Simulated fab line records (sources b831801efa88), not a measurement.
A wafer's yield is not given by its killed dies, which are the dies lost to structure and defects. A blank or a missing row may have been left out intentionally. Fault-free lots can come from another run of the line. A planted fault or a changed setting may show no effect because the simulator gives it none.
Which tool is to blame? :: flow gf180mcu :: Sampling: 14 lots, 41 wafers, 2 of 602 route steps

## WHAT THE GAUGES READ, wafer by wafer
GF_M1_OVL_MEAS_15.
lot: L831
measured: day 17 08:32
on: overlay-02
M1_OVL (nm): 10 5 1

lot: L832
measured: day 17 19:08
on: overlay-02
M1_OVL (nm): -4 -1 -1

lot: L833
measured: day 17 21:47
on: overlay-02
M1_OVL (nm): 6 2 0

lot: L835
measured: day 18 11:33
on: overlay-01
M1_OVL (nm): 3 8 -3

lot: L834
measured: day 18 18:02
on: overlay-02
M1_OVL (nm): 0 1 6

lot: L836
measured: day 19 04:05
on: overlay-02
M1_OVL (nm): 1 -4 -7

lot: L837
measured: day 19 08:50
on: overlay-01
M1_OVL (nm): -2 -5 -6

lot: L838
measured: day 20 06:33
on: overlay-01
M1_OVL (nm): -3 -9 -10

lot: L839
measured: day 20 08:27
on: overlay-02
M1_OVL (nm): 7 -2 10

lot: L840
measured: day 20 21:26
on: overlay-02
M1_OVL (nm): -11 -6 1

lot: L841
measured: day 21 03:35
on: overlay-02
M1_OVL (nm): -9 -5 -4

lot: L842
measured: day 21 16:23
on: overlay-02
M1_OVL (nm): 11 8 2

lot: L843
measured: day 22 09:08
on: overlay-02
M1_OVL (nm): -11 -13 -12

lot: L845
measured: day 23 00:17
on: overlay-02
M1_OVL (nm): -3 -12

GF_V1_OVL_MEAS_15.
lot: L831
measured: day 18 09:26
on: overlay-01
V1_OVL (nm): -5 4 -3

lot: L832
measured: day 18 19:08
on: overlay-01
V1_OVL (nm): 2 4 -4

lot: L833
measured: day 18 23:57
on: overlay-01
V1_OVL (nm): 6 -5 0

lot: L835
measured: day 19 13:12
on: overlay-01
V1_OVL (nm): -14 -8 -11

lot: L834
measured: day 19 19:47
on: overlay-01
V1_OVL (nm): -9 -6 -2

lot: L836
measured: day 20 05:56
on: overlay-01
V1_OVL (nm): -4 -17 -4

lot: L837
measured: day 20 10:20
on: overlay-02
V1_OVL (nm): -5 -6 -8

lot: L838
measured: day 21 07:23
on: overlay-02
V1_OVL (nm): 3 -1 2

lot: L839
measured: day 21 09:59
on: overlay-02
V1_OVL (nm): 6 -3 -1

lot: L840
measured: day 21 22:45
on: overlay-01
V1_OVL (nm): -9 -4 -11

lot: L841
measured: day 22 05:18
on: overlay-01
V1_OVL (nm): 0 3 4

lot: L842
measured: day 22 17:41
on: overlay-02
V1_OVL (nm): 9 11 7

lot: L843
measured: day 23 09:08
on: overlay-01
V1_OVL (nm): -2 0 -9

lot: L845
measured: day 24 00:25
on: overlay-01
V1_OVL (nm): 2 -1

## WHICH TOOL RAN EACH LOT (tool, then ch and the chambers of the sampled wafers, then the start)
Before these readings, the record contains no process step.

## AS READ BY THE TOOLS THEMSELVES (means over the sampled wafers that have a number; for cases with no such wafer, the mark the record gives instead)
The record holds no such reading with a usual standard deviation.

## THE ANSWER, worked out from the rows above alone
Rule: usual is defined by the lots themselves. Put in order of their means at a reading, lots are off if they are a third of the lots or fewer, leave a main group of 4 or more, and stand apart from it by a gap of 3 or more times the standard deviation of the main group's means; of several such gaps the widest counts. A main group whose means are all the same, to the digits that the tables above print for the reading, isn't used. Also off: a lot with no number at a reading for which 4 or more lots have one. Any other lot the step has rows for is counted as sound. The gauges are gone through in route order, then the tools' own readings, and for those a lot's mean is taken as printed above. At the first step where some lot is off, the reading lying furthest off is the one used; lots without a number count as furthest.
No lot is off on any of the readings shown, so nothing can be concluded from this.

## WHAT HAD BEEN PUT IN BY THE SIMULATOR
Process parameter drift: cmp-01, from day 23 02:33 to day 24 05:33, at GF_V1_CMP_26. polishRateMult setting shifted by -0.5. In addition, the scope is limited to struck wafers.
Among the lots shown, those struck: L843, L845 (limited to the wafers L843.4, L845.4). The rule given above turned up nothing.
